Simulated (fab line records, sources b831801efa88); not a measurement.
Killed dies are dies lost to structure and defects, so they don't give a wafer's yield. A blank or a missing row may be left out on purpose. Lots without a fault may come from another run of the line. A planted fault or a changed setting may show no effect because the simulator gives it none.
fab line records | flow sfq_line
record lots=7 wafers=21 last_day=86
route steps=325 shown M7@285 I7@296 M8@311
lots that met no fault: from a run of the same line without faults
start_h: hours from the record's first day to the start of the lot's first wafer shown | wait_h: hours since the lot's step before | " the same as in the row above | L1.1+2: a row that stands for several wafers | - no value, or no start given | * or withheld: withheld | < > ~ a bound
route shown NAME@n: a module of which the file shows steps, and the number in the route of the first | usual: mean/standard deviation of fault-free wafers | same: alike in all rows | chamber/n: place in a boat | sites: the reading at each site | _std_site: their standard deviation | _edge_site: outer sites' mean less inner sites' | radius_mm: how far each site lies from the wafer's centre | mask NAME#n: copy n | behind: the tool/chamber that last shaped the wafer | hold: why the lot was held/for how many hours/how that ended | device: the transistor (n, p or np) that didn't switch | end of line: the same wafers' tests at the end of the route | a step without rows: its recipe alone | killed: dies lost to structure and defects at the first sort, not the wafer's yield | map: a wafer's dies, x killed, . not, _ none there
set.NAME: the setting as run; set.NAME@STEP: as run at that earlier step | model.NAME: the simulator's own value behind a step, which no gauge read
lots at some steps of the route; a table a step, a row a wafer
services: from which hour (start_h, from the record's first day; less than 0 if before it) a tool's chamber was out of use, for how many hours, and why
## steps
# step SFQ_TRILAYER_M7_LITHO_COAT_182
# recipe resist=BARC spin_rpm=3000 resist_thk_nm=62
# step SFQ_TRILAYER_M7_LITHO_COAT_177
# recipe resist=KrF spin_rpm=3000 resist_thk_nm=600
# step SFQ_TRILAYER_M7_LITHO_SOFTBAKE_181
# recipe temp_c=withheld time_s=withheld resist=KrF
# step SFQ_TRILAYER_M7_LITHO_EXPOSE_178
# recipe mask_id=M7 na=0.6 source_shape=conventional sigma_outer=0.65 target_cd_nm=500 dose_mj=14.4
# step SFQ_TRILAYER_M7_LITHO_PEB_180
# recipe peb_temp_c=115 peb_time_s=60 resist=KrF
# step SFQ_TRILAYER_M7_LITHO_DEVELOP_179
# recipe time_s=60 resist=KrF
# step SFQ_M7_OVL_MEAS_945
# usual M7_OVL=-4/5.8
# columns lot.wafer tool chamber start_h wait_h M7_OVL[nm]
L692.1 overlay-02 - 1774.95 0.1 -3
L692.3 " - " " -3
L692.4 " - " " -12
L693.1 overlay-02 - 1776.15 0.1 -11
L693.2 " - " " -3
L693.5 " - " " -4
L694.4 overlay-02 - 1782.17 0.1 -1
L694.5 " - " " -9
L694.6 " - " " -9
L695.1 overlay-01 - 1806.72 0.1 -7
L695.3 " - " " 1
L695.5 " - " " -4
L708.2 overlay-02 - 1969.94 0.1 5
L708.3 " - " " 2
L708.6 " - " " 3
L709.2 overlay-01 - 2050.80 0.1 1
L709.4 " - " " -1
L709.5 " - " " 0
L710.1 overlay-01 - 2051.99 0.1 -5
L710.2 " - " " -5
L710.6 " - " " -3
# step SFQ_TRILAYER_M7_BARC_OPEN_METAL_ETCH_229
# recipe mask_material=PR chemistry=O2 target_depth_nm=125 target=BARC icp_w=600 bias_w=80 pressure_mtorr=10 time_s=41.7
# usual chamber_pressure_mTorr=10.000/0.017 drypump_motor_current_A=5.5/0.48 oes_product_au=0.685/0.0046 rf_fwd_power_W=592.5/2
# columns lot.wafer tool chamber start_h wait_h chamber_pressure_mTorr drypump_motor_current_A oes_product_au rf_fwd_power_W rf_hours_counter_h
L692.1 rie_metal-03 1 1774.99 0.0 9.833 6.4 0.690 592.7 75
L692.3 " 0 " " 10.012 5.1 0.684 591.4 -
L692.4 " 1 " " 10.001 6.4 0.694 591.7 -
L693.1 rie_metal-03 0 1776.19 0.0 10.003 5.1 0.683 594.6 107
L693.2 " 1 " " 10.000 6.4 0.686 592.0 75
L693.5 " 1 " " 9.982 6.4 0.690 593.1 -
L694.4 rie_metal-03 1 1782.22 0.0 9.986 6.4 0.690 592.7 -
L694.5 " 1 " " 10.012 6.4 0.690 592.6 -
L694.6 " 0 " " 10.006 5.1 0.682 590.9 -
L695.1 rie_metal-02 0 1806.76 0.0 9.989 5.5 0.684 594.0 82
L695.3 " 1 " " 10.004 5.7 0.691 589.3 -
L695.5 " 0 " " 10.017 5.5 0.692 593.5 -
L708.2 rie_metal-03 0 1969.97 0.0 10.013 5.1 0.685 590.5 130
L708.3 " 1 " " 9.996 6.4 0.689 592.4 -
L708.6 " 0 " " 10.012 5.1 0.690 592.8 -
L709.2 rie_metal-04 0 2050.83 0.0 9.999 4.9 0.675 593.2 56
L709.4 " 1 " " 9.989 5.4 0.687 591.4 -
L709.5 " 0 " " 10.000 4.9 0.684 592.0 -
L710.1 rie_metal-02 0 2052.03 0.0 9.995 5.5 0.684 597.7 117
L710.2 " 1 " " 10.014 5.7 0.692 593.5 17
L710.6 " 0 " " 10.006 5.5 0.679 598.1 -
# step SFQ_TRILAYER_M7_ETCH_METAL_ETCH_180
# recipe target=Nb stop_on=SiO2 mask_material=PR chemistry=Cl2/Ar target_depth_nm=240 icp_w=600 bias_w=80 pressure_mtorr=10 time_s=120
# step SFQ_TRILAYER_M7_STRIP_STRIP_181
# recipe gas=O2 power_w=200 platen_temp_c=40 overash_fraction=0.65 chemistry=O2 pressure_mtorr=50
# usual chamber_pressure_mTorr=50.00/0.049 drypump_motor_current_A=5.5/0.49 oes_product_au=0.999/0.0076
# columns lot.wafer tool chamber start_h wait_h chamber_pressure_mTorr drypump_motor_current_A oes_product_au rf_hours_counter_h
L692.1 rie_metal-03 1 1775.24 0.1 50.00 6.4 0.988 75
L692.3 " 0 " " 49.98 5.1 0.994 -
L692.4 " 1 " " 49.90 6.4 1.000 -
L693.1 rie_metal-03 0 1776.44 0.1 50.00 5.1 1.006 107
L693.2 " 1 " " 49.96 6.4 1.002 76
L693.5 " 1 " " 50.02 6.4 1.004 -
L694.4 rie_metal-03 1 1782.70 0.3 50.00 6.4 1.009 -
L694.5 " 1 " " 49.93 6.4 1.011 -
L694.6 " 0 " " 49.96 5.1 1.001 -
L695.1 rie_metal-02 0 1806.94 0.1 50.03 5.5 0.994 82
L695.3 " 1 " " 50.00 5.7 0.985 -
L695.5 " 0 " " 50.04 5.5 0.991 -
L708.2 rie_metal-03 0 1970.15 0.1 49.97 5.1 1.011 130
L708.3 " 1 " " 50.03 6.4 1.003 -
L708.6 " 0 " " 50.08 5.1 0.991 -
L709.2 rie_metal-04 0 2051.01 0.1 49.96 4.9 1.004 56
L709.4 " 1 " " 50.02 5.5 0.997 -
L709.5 " 0 " " 50.01 4.9 1.007 -
L710.1 rie_metal-02 0 2052.21 0.1 49.97 5.5 1.007 118
L710.2 " 1 " " 50.00 5.7 0.993 17
L710.6 " 0 " " 49.99 5.5 0.993 -
# step SFQ_TRILAYER_M7_STRIP_SOLV_CLEAN_182
# recipe chemistry=NMP temp_c=70 time_s=600
# step SFQ_TRILAYER_I7_DEP_PECVD_183
# recipe material=SiO2 temp_c=150 time_s=111.11 pressure_torr=2.4 rf_w=183.3 precursor=SiH4/N2O target_thk_nm=500
# usual heater_power_w=88/19 rf_fwd_power_W=182.3/0.52 throttle_valve_pct=24.2/1.4
# columns lot.wafer tool chamber start_h wait_h heater_power_w rf_fwd_power_W throttle_valve_pct
L692.1 pecvd-04 2 1776.21 0.0 150 182.7 24.8
L692.3 " 1 " " 89 181.8 24.7
L692.4 " 0 " " 89 182.4 24.9
L693.1 pecvd-01 1 1777.41 0.0 91 182.7 21.8
L693.2 " 0 " " 96 181.8 23.3
L693.5 " 1 " " 94 182.1 22.3
L694.4 pecvd-02 2 1783.45 0.0 80 182.4 25.9
L694.5 " 0 " " 82 182.3 26.9
L694.6 " 1 " " 79 182.5 23.1
L695.1 pecvd-04 1 1807.72 0.0 88 181.7 24.6
L695.3 " 0 " " 92 182.1 25.1
L695.5 " 2 " " 145 182.6 24.5
L708.2 pecvd-01 1 1970.93 0.0 94 182.4 22.9
L708.3 " 1 " " 96 183.0 22.8
L708.6 " 1 " " 97 182.3 22.4
L709.2 pecvd-02 1 2051.84 0.0 84 182.5 22.9
L709.4 " 2 " " 67 181.7 26.0
L709.5 " 0 " " 67 181.8 27.1
L710.1 pecvd-01 1 2053.00 0.0 90 182.2 23.1
L710.2 " 0 " " 104 181.4 23.9
L710.6 " 1 " " 92 182.7 23.0
# step SFQ_TRILAYER_I7_CMP_CMP_184
# recipe material=SiO2 down_force_psi=3 platen_rpm=60 pad_velocity_m_s=0.94248
# usual motor_current_A=9.7/0.93 time_to_endpoint_s=218/6.3
# columns lot.wafer tool chamber start_h wait_h motor_current_A time_to_endpoint_s model.SiO2_of_TRILAYER_I7_DEP_PECVD_183.thk_nm
L692.4 cmp-02 1 1777.77 1.5 10.1 285 308.9
L692.1 " 3 1778.77 2.5 12.0 275 305.7
L692.3 " 0 " " 9.4 212 201.6
L693.1 cmp-01 0 1778.31 0.9 9.4 218 200.8
L693.2 " 2 1779.31 1.9 8.8 224 201.2
L693.5 " 1 1780.81 3.3 9.3 222 200.2
L694.4 cmp-02 3 1784.99 1.5 11.6 288 308.9
L694.5 " 0 " " 9.4 215 200.4
L694.6 " 1 " " 10.0 221 200.8
L695.1 cmp-02 2 1807.79 0.0 9.6 277 306.1
L695.3 " 1 1809.29 1.5 9.8 218 202
L695.5 " 3 1810.29 2.5 11.9 216 202.2
L708.2 cmp-02 1 1971.54 0.6 10.1 207 199.7
L708.3 " 3 1972.54 1.5 11.9 205 200.1
L708.6 " 1 1973.54 2.5 10.8 217 200.1
L709.2 cmp-02 0 2052.02 0.1 9.2 214 200.4
L709.4 " 2 2053.02 1.1 9.7 216 201.6
L709.5 " 1 2054.52 2.6 10.1 217 199.6
L710.1 cmp-01 3 2054.76 1.7 8.5 218 200
L710.2 " 1 2055.76 2.7 9.6 212 201.4
L710.6 " 0 2057.26 4.2 9.6 219 200.4
# step SFQ_I7_BOW_MEAS_946
# recipe mode=bow
# usual I7_BOW=4/11
# columns lot.wafer tool chamber start_h wait_h I7_BOW[um]
L692.1 film_metro-04 - 1780.77 1.5 -4
L692.3 " - " " 0
L692.4 " - " " -5
L693.1 film_metro-01 - 1781.31 2.5 5
L693.2 " - " " 17
L693.5 " - " " 24
L694.4 film_metro-03 - 1786.55 1.1 21
L694.5 " - " " 22
L694.6 " - " " 13
L695.1 film_metro-01 - 1810.79 2.5 -12
L695.3 " - " " -9
L695.5 " - " " -17
L708.2 film_metro-03 - 1974.06 2.0 6
L708.3 " - " " 16
L708.6 " - " " 0
L709.2 film_metro-04 - 2055.04 2.5 3
L709.4 " - " " 0
L709.5 " - " " 0
L710.1 film_metro-04 - 2057.76 2.5 14
L710.2 " - " " 1
L710.6 " - " " 4
# step SFQ_TRILAYER_I7_METRO_MEASURE_185
# usual thk_nm=200.5/1.1
# columns lot.wafer tool chamber start_h wait_h thk_nm
L692.1 film_metro-04 - 1780.89 0.1 305.8
L692.3 " - " " 201.7
L692.4 " - " " 308.7
L693.1 film_metro-01 - 1781.43 0.1 200.9
L693.2 " - " " 201.4
L693.5 " - " " 200.3
L694.4 film_metro-03 - 1787.21 0.6 309.1
L694.5 " - " " 200.4
L694.6 " - " " 200.9
L695.1 film_metro-01 - 1810.91 0.1 306.0
L695.3 " - " " 202.1
L695.5 " - " " 202.3
L708.2 film_metro-03 - 1974.36 0.3 199.7
L708.3 " - " " 200.0
L708.6 " - " " 200.1
L709.2 film_metro-04 - 2055.34 0.3 200.4
L709.4 " - " " 201.7
L709.5 " - " " 199.7
L710.1 film_metro-04 - 2057.88 0.1 200.0
L710.2 " - " " 201.4
L710.6 " - " " 200.5
# step SFQ_TRILAYER_I7_VIA_LITHO_COAT_192
# recipe resist=BARC spin_rpm=3000 resist_thk_nm=62
# step SFQ_TRILAYER_I7_VIA_LITHO_COAT_187
# recipe resist=KrF spin_rpm=3000 resist_thk_nm=650
# step SFQ_TRILAYER_I7_VIA_LITHO_SOFTBAKE_191
# recipe temp_c=withheld time_s=withheld resist=KrF
# step SFQ_TRILAYER_I7_VIA_LITHO_EXPOSE_188
# recipe mask_id=I7 na=0.6 source_shape=conventional sigma_outer=0.65 target_cd_nm=1000 dose_mj=21.3
# step SFQ_TRILAYER_I7_VIA_LITHO_PEB_190
# recipe peb_temp_c=115 peb_time_s=60 resist=KrF
# step SFQ_TRILAYER_I7_VIA_LITHO_DEVELOP_189
# recipe time_s=60 resist=KrF
# step SFQ_I7_OVL_MEAS_947
# usual I7_OVL=1/5.2
# columns lot.wafer tool chamber start_h wait_h I7_OVL[nm]
L692.1 overlay-02 - 1872.88 0.1 -3
L692.3 " - " " 1
L692.4 " - " " -3
L693.1 overlay-01 - 1875.28 0.1 2
L693.2 " - " " 2
L693.5 " - " " 5
L694.4 overlay-01 - 1884.50 0.1 -2
L694.5 " - " " -12
L694.6 " - " " -2
L695.1 overlay-02 - 1924.33 0.1 2
L695.3 " - " " 5
L695.5 " - " " 3
L708.2 overlay-01 - 1977.62 0.1 5
L708.3 " - " " -7
L708.6 " - " " 0
L709.2 overlay-01 - 2066.50 0.1 6
L709.4 " - " " 0
L709.5 " - " " 3
L710.1 overlay-01 - 2067.69 0.1 1
L710.2 " - " " 1
L710.6 " - " " 1
# step SFQ_TRILAYER_I7_VIA_BARC_OPEN_VIA_ETCH_260
# recipe mask_material=PR chemistry=O2 target_depth_nm=125 target=BARC source_w=500 bias_w=80 pressure_mtorr=30 time_s=41.7
# usual chamber_pressure_mTorr=29.999/0.03 drypump_motor_current_A=5.9/0.39 oes_product_au=0.684/0.0046 rf_fwd_power_W=495.0/1.9
# columns lot.wafer tool chamber start_h wait_h chamber_pressure_mTorr drypump_motor_current_A oes_product_au rf_fwd_power_W rf_hours_counter_h
L692.1 rie_diel-02 3 1872.91 0.0 29.991 5.6 0.679 495.5 0
L692.3 " 0 " " 30.052 5.8 0.684 494.9 16
L692.4 " 2 " " 29.999 6.0 0.683 492.3 13
L693.1 rie_diel-04 3 1875.31 0.0 29.985 6.2 0.682 494.9 14
L693.2 " 1 " " 29.937 5.7 0.687 495.2 5
L693.5 " 2 " " 29.976 6.2 0.679 495.4 -
L694.4 rie_diel-04 2 1884.52 0.0 30.004 6.2 0.682 495.0 13
L694.5 " 2 " " 29.957 6.2 0.681 495.9 -
L694.6 " 3 " " 30.006 6.3 0.680 496.1 -
L695.1 rie_diel-04 1 1924.37 0.0 30.060 5.7 0.684 497.6 6
L695.3 " 0 " " 29.992 6.6 0.681 494.2 7
L695.5 " 0 " " 30.027 6.6 0.680 492.9 -
L708.2 rie_diel-02 0 1977.65 0.0 30.054 5.8 0.679 492.5 17
L708.3 " 3 " " 30.070 5.6 0.687 494.0 1
L708.6 " 0 " " 30.018 5.8 0.688 493.5 -
L709.2 rie_diel-02 1 2066.53 0.0 30.017 5.5 0.688 492.9 2
L709.4 " 0 " " 29.957 5.8 0.684 493.4 18
L709.5 " 0 " " 29.968 5.8 0.690 493.6 -
L710.1 rie_diel-01 1 2067.73 0.0 29.996 5.2 0.684 494.2 7
L710.2 " 3 " " 29.986 5.9 0.679 497.2 7
L710.6 " 1 " " 29.999 5.1 0.681 493.9 -
# step SFQ_TRILAYER_I7_VIA_ETCH_VIA_ETCH_190
# recipe target=SiO2 stop_on=Nb mask_material=PR taper_deg=20 chemistry=CHF3 target_depth_nm=260 source_w=500 bias_w=80 pressure_mtorr=30 time_s=withheld
# usual chamber_pressure_mTorr=29.999/0.026 drypump_motor_current_A=5.9/0.39 oes_product_au=0.856/0.0056 rf_fwd_power_W=498.1/1.6
# columns lot.wafer tool chamber start_h wait_h chamber_pressure_mTorr drypump_motor_current_A oes_product_au rf_fwd_power_W model.I7.feature_depth_nm model.etch.depth_nm
L692.1 rie_diel-02 3 1872.95 0.0 30.017 5.6 0.986 500.8 253.6 253.6
L692.3 " 0 " " 30.070 5.8 0.856 496.9 201.6 201.6
L692.4 " 2 " " 30.059 6.0 1.000 496.4 258.3 258.3
L693.1 rie_diel-04 3 1875.35 0.0 30.001 6.3 0.844 498.2 200.8 200.8
L693.2 " 1 " " 29.999 5.7 0.859 499.0 201.2 201.2
L693.5 " 2 " " 30.013 6.2 0.851 497.9 200.2 200.2
L694.4 rie_diel-04 2 1884.56 0.0 29.951 6.1 0.985 498.0 257.1 257.1
L694.5 " 2 " " 29.967 6.2 0.860 500.2 200.4 200.4
L694.6 " 3 " " 30.013 6.2 0.852 497.5 200.8 200.8
L695.1 rie_diel-04 1 1924.41 0.0 29.967 5.7 0.987 498.0 254.4 254.4
L695.3 " 0 " " 29.993 6.6 0.854 496.2 202 202
L695.5 " 0 " " 30.003 6.6 0.859 497.4 202.2 202.2
L708.2 rie_diel-02 0 1977.69 0.0 30.014 5.8 0.853 496.0 199.7 199.7
L708.3 " 3 " " 30.024 5.6 0.858 495.2 200.1 200.1
L708.6 " 0 " " 29.973 5.8 0.851 495.5 200.1 200.1
L709.2 rie_diel-02 1 2066.57 0.0 30.008 5.4 0.867 494.5 200.4 200.4
L709.4 " 0 " " 29.981 5.8 0.863 500.5 201.6 201.6
L709.5 " 0 " " 29.999 5.8 0.861 499.9 199.6 199.6
L710.1 rie_diel-01 1 2067.77 0.0 29.976 5.1 0.853 500.2 200 200
L710.2 " 3 " " 29.974 5.9 0.857 500.5 201.4 201.4
L710.6 " 1 " " 30.001 5.2 0.844 497.1 200.4 200.4
# step SFQ_TRILAYER_I7_VIA_STRIP_STRIP_191
# recipe gas=O2 power_w=200 platen_temp_c=40 overash_fraction=0.65 chemistry=O2 pressure_mtorr=50
# usual chamber_pressure_mTorr=50.00/0.041 drypump_motor_current_A=5.30/0.27 oes_product_au=0.999/0.0079
# columns lot.wafer tool chamber start_h wait_h chamber_pressure_mTorr drypump_motor_current_A oes_product_au rf_hours_counter_h
L692.1 rie_metal-02 0 1873.07 - 49.98 5.47 0.996 92
L692.3 " 0 " " 50.03 5.49 0.996 -
L692.4 " 1 " " 49.94 5.71 0.986 -
L693.1 rie_metal-04 1 1875.47 - 49.90 5.46 0.992 111
L693.2 " 0 " " 49.92 4.88 1.003 39
L693.5 " 0 " " 49.99 4.88 1.008 -
L694.4 rie_metal-04 1 1884.87 - 50.03 5.48 0.996 -
L694.5 " 1 " " 50.00 5.46 0.996 -
L694.6 " 0 " " 49.98 4.89 1.008 -
L695.1 rie_metal-02 0 1924.52 - 50.03 5.48 0.975 97
L695.3 " 0 " " 50.09 5.51 0.990 -
L695.5 " 0 " " 50.07 5.49 0.985 -
L708.2 rie_metal-04 0 1977.80 - 49.95 4.88 1.017 52
L708.3 " 0 " " 49.98 4.89 1.015 -
L708.6 " 1 " " 50.02 5.47 1.013 -
L709.2 rie_metal-01 0 2066.68 - 50.03 5.34 1.005 40
L709.4 " 0 " " 49.98 5.37 0.995 -
L709.5 " 1 " " 49.99 5.39 0.999 -
L710.1 rie_metal-04 0 2067.88 - 50.05 4.90 1.009 58
L710.2 " 1 " " 49.96 5.45 0.986 4
L710.6 " 0 " " 50.00 4.88 1.001 -
# step SFQ_TRILAYER_I7_VIA_STRIP_SOLV_CLEAN_192
# recipe chemistry=NMP temp_c=70 time_s=600
# step SFQ_TRILAYER_M8_LITHO_LOR_COAT_197
# recipe resist=lift-off spin_rpm=3000
# step SFQ_TRILAYER_M8_LITHO_LOR_BAKE_198
# recipe resist=lift-off temp_c=withheld time_s=withheld
# step SFQ_TRILAYER_M8_LITHO_COAT_193
# recipe resist=KrF spin_rpm=3000 resist_thk_nm=600
# step SFQ_TRILAYER_M8_LITHO_SOFTBAKE_199
# recipe temp_c=withheld time_s=withheld resist=KrF
# step SFQ_TRILAYER_M8_LITHO_EXPOSE_194
# recipe mask_id=M8 na=0.6 source_shape=conventional sigma_outer=0.65 target_cd_nm=2000 dose_mj=14.4
# step SFQ_TRILAYER_M8_LITHO_PEB_196
# recipe peb_temp_c=115 peb_time_s=60 resist=KrF
# step SFQ_TRILAYER_M8_LITHO_DEVELOP_195
# recipe img_clear_s=15 time_s=55 resist=KrF
# step SFQ_M8_OVL_MEAS_948
# usual M8_OVL=2/6
# columns lot.wafer tool chamber start_h wait_h M8_OVL[nm]
L692.1 overlay-01 - 1986.72 0.1 8
L692.3 " - " " 14
L692.4 " - " " 2
L693.1 overlay-02 - 1990.32 0.1 2
L693.2 " - " " -10
L693.5 " - " " 9
L694.4 overlay-01 - 1996.34 0.1 5
L694.5 " - " " 16
L694.6 " - " " 3
L695.1 overlay-01 - 2020.45 0.1 8
L695.3 " - " " 9
L695.5 " - " " 8
L708.2 overlay-01 - 2064.09 0.1 5
L708.3 " - " " 13
L708.6 " - " " 14
L709.2 overlay-01 - 2073.49 0.1 9
L709.4 " - " " 5
L709.5 " - " " 3
L710.1 overlay-01 - 2074.68 0.1 7
L710.2 " - " " 9
L710.6 " - " " 8
# step SFQ_TRILAYER_M8_DEP_EVAP_197
# recipe material=Ti angular_spread_deg=1 target_thk_nm=20 time_s=100 power_w=2000
# step SFQ_TRILAYER_M8_DEP_EVAP_198
# recipe material=Pt angular_spread_deg=1 target_thk_nm=50 time_s=250 power_w=2000
# step SFQ_TRILAYER_M8_DEP_EVAP_196
# recipe material=Au angular_spread_deg=1 target_thk_nm=180 time_s=900 power_w=2000
# step SFQ_M8_RS_MEAS_949
# recipe thk_meas_gauge=four-point-probe reads=Au_of_TRILAYER_M8_DEP_EVAP_196+Pt_of_TRILAYER_M8_DEP_EVAP_198+Ti_of_TRILAYER_M8_DEP_EVAP_197
# usual M8_AU_RS=0.1541/0.0014
# columns lot.wafer tool chamber start_h wait_h M8_AU_RS[ohm/sq]
L692.1 film_metro-02 - 1987.50 0.3 0.1548
L692.3 " - " " 0.1566
L692.4 " - " " 0.1533
L693.1 film_metro-02 - 1991.10 0.3 0.1536
L693.2 " - " " 0.1526
L693.5 " - " " 0.1540
L694.4 film_metro-02 - 1997.16 0.3 0.1575
L694.5 " - " " 0.1584
L694.6 " - " " 0.1562
L695.1 film_metro-03 - 2021.23 0.3 0.1543
L695.3 " - " " 0.1549
L695.5 " - " " 0.1558
L708.2 film_metro-04 - 2064.88 0.3 0.1544
L708.3 " - " " 0.1552
L708.6 " - " " 0.1548
L709.2 film_metro-02 - 2074.28 0.3 0.1552
L709.4 " - " " 0.1543
L709.5 " - " " 0.1544
L710.1 film_metro-03 - 2075.46 0.3 0.1525
L710.2 " - " " 0.1535
L710.6 " - " " 0.1534
# step SFQ_M8_THK_MEAS_950
# recipe thk_meas_gauge=xrf reads=Au_of_TRILAYER_M8_DEP_EVAP_196
# usual M8_AU_THK=178.1/1.5
# columns lot.wafer tool chamber start_h wait_h M8_AU_THK[nm]
L692.1 film_metro-02 - 1987.62 0.1 178.2
L692.3 " - " " 176.5
L692.4 " - " " 180.8
L693.1 film_metro-02 - 1991.22 0.1 180.4
L693.2 " - " " 181.8
L693.5 " - " " 178.8
L694.4 film_metro-02 - 1997.25 0.1 174.0
L694.5 " - " " 173.3
L694.6 " - " " 175.6
L695.1 film_metro-03 - 2021.35 0.1 177.1
L695.3 " - " " 177.1
L695.5 " - " " 175.0
L708.2 film_metro-04 - 2064.99 0.1 177.1
L708.3 " - " " 175.7
L708.6 " - " " 175.6
L709.2 film_metro-02 - 2074.39 0.1 178.4
L709.4 " - " " 178.4
L709.5 " - " " 177.7
L710.1 film_metro-03 - 2075.58 0.1 180.1
L710.2 " - " " 178.7
L710.6 " - " " 178.5
# step SFQ_TRILAYER_M8_LIFTOFF_LIFTOFF_197
# recipe temp_c=80 time_s=600 chemistry=NMP
# step SFQ_M8_BOW_MEAS_951
# recipe mode=bow
# usual M8_BOW=5/12
# columns lot.wafer tool chamber start_h wait_h M8_BOW[um] model.etest.i7.link_ohm
L692.1 film_metro-04 - 1987.86 0.0 -3 1e+06
L692.3 " - " " 2 1.049
L692.4 " - " " -4 1e+06
L693.1 film_metro-04 - 1991.46 0.0 6 1.052
L693.2 " - " " 15 1.059
L693.5 " - " " 25 1.06
L694.4 film_metro-04 - 1997.52 0.1 23 1e+06
L694.5 " - " " 23 1.047
L694.6 " - " " 14 1.044
L695.1 film_metro-04 - 2021.58 0.0 -13 1e+06
L695.3 " - " " -8 1.07
L695.5 " - " " -17 1.073
L708.2 film_metro-02 - 2065.24 0.0 9 1.04
L708.3 " - " " 18 1.04
L708.6 " - " " 3 1.041
L709.2 film_metro-04 - 2074.64 0.0 4 1.054
L709.4 " - " " 1 1.06
L709.5 " - " " 2 1.057
L710.1 film_metro-02 - 2075.82 0.0 16 1.067
L710.2 " - " " 4 1.066
L710.6 " - " " 5 1.07
## services
# columns tool chamber start_h hours kind
rie_metal-02 1 1751.67 18.5 repair
cmp-02 - 1756.25 2.6 repair
rie_diel-04 2 1767.65 9.8 repair
rie_metal-02 - 1767.73 14.6 pm
rie_diel-02 1 1786.85 12.7 repair
rie_diel-02 0 1815.79 9.2 repair
rie_metal-02 - 1816.02 0.1 repair
rie_metal-03 - 1817.67 0.1 repair
rie_diel-02 0 1842.68 2.2 repair
rie_metal-02 - 1847.14 1.4 pm
rie_metal-02 0 1882.42 2.1 repair
rie_metal-03 1 1889.14 4.3 repair
cmp-02 - 1904.79 3.1 repair
rie_diel-02 - 1912.55 1.2 repair
rie_metal-03 - 1943.98 14.6 pm
rie_diel-02 2 1946.15 8.6 repair
rie_diel-02 - 1961.49 14.6 pm
rie_diel-04 0 1977.87 4.0 repair
rie_diel-02 1 1981.51 2.7 repair
rie_diel-02 - 1983.73 0.2 repair
rie_metal-04 - 1998.13 0.9 repair
rie_diel-02 - 2006.38 1.2 repair
rie_diel-02 - 2022.40 0.3 repair
rie_diel-02 - 2052.10 2.8 pm
## key
first_sign step=SFQ_TRILAYER_I7_CMP_CMP_184 reading=time_to_endpoint_s direction=up sigmas=10 usual=* struck=*
effect step=SFQ_TRILAYER_I7_METRO_MEASURE_185 reading=thk_nm direction=up sigmas=99 usual=200.5 struck=307.4
effect step=SFQ_TRILAYER_I7_VIA_ETCH_VIA_ETCH_190 reading=oes_product_au direction=up sigmas=24 usual=0.856 struck=0.989
model_effect step=SFQ_TRILAYER_I7_CMP_CMP_184 value=SiO2_of_TRILAYER_I7_DEP_PECVD_183.thk_nm without=201.6 struck=307.4
model_effect step=SFQ_TRILAYER_I7_VIA_ETCH_VIA_ETCH_190 value=I7.feature_depth_nm without=201.6 struck=255.8
model_effect step=SFQ_M8_BOW_MEAS_951 value=etest.i7.link_ohm without=1.058 struck=1e+06
met_at SFQ_TRILAYER_I7_CMP_CMP_184
struck_wafers L692.1,L692.4,L694.4,L695.1
fault kind=process_parameter_drift tool=cmp-02 chamber=- onset_h=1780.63 steps=SFQ_TRILAYER_I7_CMP_CMP_184 channel=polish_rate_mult offset=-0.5 shape=step end_h=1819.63 scope=struck_wafers_only
